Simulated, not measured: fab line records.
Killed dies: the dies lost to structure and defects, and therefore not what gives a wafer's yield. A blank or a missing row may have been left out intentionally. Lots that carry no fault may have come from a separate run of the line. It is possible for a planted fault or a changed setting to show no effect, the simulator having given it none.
One fault seen from 2 desks / flow gf180mcu / only its own numbers are on each desk; what lay behind them is given at the end

== THE METROLOGY DESK ==
What the gauges read for every lot (on any tool): the sampled wafers with a number, averaged. Any lot whose mean is over 4 standard deviations away from the usual mean is out of limits and marked OUT; that distance is given in the brackets.
Columns: A = MIM_CVD_05_THK at GF_MIM_THK_MEAS_06, usual 41.9 nm; B = V5_BOW at GF_V5_BOW_MEAS_05, usual 133 um
lot=L161; first seen here=day 24 10:37; A=42.2; B=133
lot=L163; first seen here=day 25 11:53; A=41.1; B=119
lot=L164; first seen here=day 25 19:04; A=42.0; B=144
lot=L165; first seen here=day 26 08:31; A=42.6; B=134
lot=L166; first seen here=day 26 12:51; A=42.2; B=137
lot=L167; first seen here=day 26 15:34; A=42.4; B=122
lot=L170; first seen here=day 27 12:01; A=41.5; B=130
lot=L171; first seen here=day 27 23:37; A=30.3 (-22) OUT; B=126
lot=L174; first seen here=day 28 15:56; A=32.7 (-18) OUT; B=126
lot=L181; first seen here=day 30 18:25; A=41.7; B=129
lot=L182; first seen here=day 30 22:05; A=42.2; B=144
lot=L183; first seen here=day 31 05:19; A=41.8; B=129
lot=L184; first seen here=day 31 12:08; A=42.3; B=130
Per this desk, out of limits: L171, L174; the first was L171, day 27 23:37 (MIM_CVD_05_THK at GF_MIM_THK_MEAS_06). In limits: L161, L163, L164, L165, L166, L167, L170, L181, L182, L183, L184.

== FOR THE TOOL OWNER'S DESK: pecvd-01 ==
The tool's own readings at GF_MIM_CVD_05 (deposits Si3N4, target thk 42 nm, time 29.086 s): means of the sampled wafers that have a number, for each lot that ran on this tool. Any lot whose mean is over 4 standard deviations away from the usual mean is out of limits and marked OUT; that distance is given in the brackets.
Columns: A = heaterPowerOuterW at GF_MIM_CVD_05, usual 388 W; B = heaterPowerW at GF_MIM_CVD_05, usual 672 W
lot=L161; first seen here=day 24 10:34; A=322; B=564
lot=L166; first seen here=day 26 12:48; A=327; B=578
lot=L170; first seen here=day 27 11:59; A=324; B=564
lot=L171; first seen here=day 27 23:35; A=338; B=557
lot=L174; first seen here=day 28 15:53; A=315; B=546
This desk's finding: nothing out of limits on any of the 5 lots.

== ALL TOGETHER ==
The metrology desk could have raised an alarm at day 27 23:37, on L171, L174.
Nothing out of limits was seen by the tool owner's desk.
The tool owner's desk has L171, L174 on record, within its limits.
Every lot named ran GF_MIM_CVD_05 on pecvd-01.

== WHAT THE SIMULATOR HAD PUT IN ==
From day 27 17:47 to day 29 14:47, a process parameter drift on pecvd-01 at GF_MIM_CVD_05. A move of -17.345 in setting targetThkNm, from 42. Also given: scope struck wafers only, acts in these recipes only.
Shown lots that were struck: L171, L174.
Per desk, hours elapsed from the start of the fault to the first reading out of limits: for the metrology desk, 6.
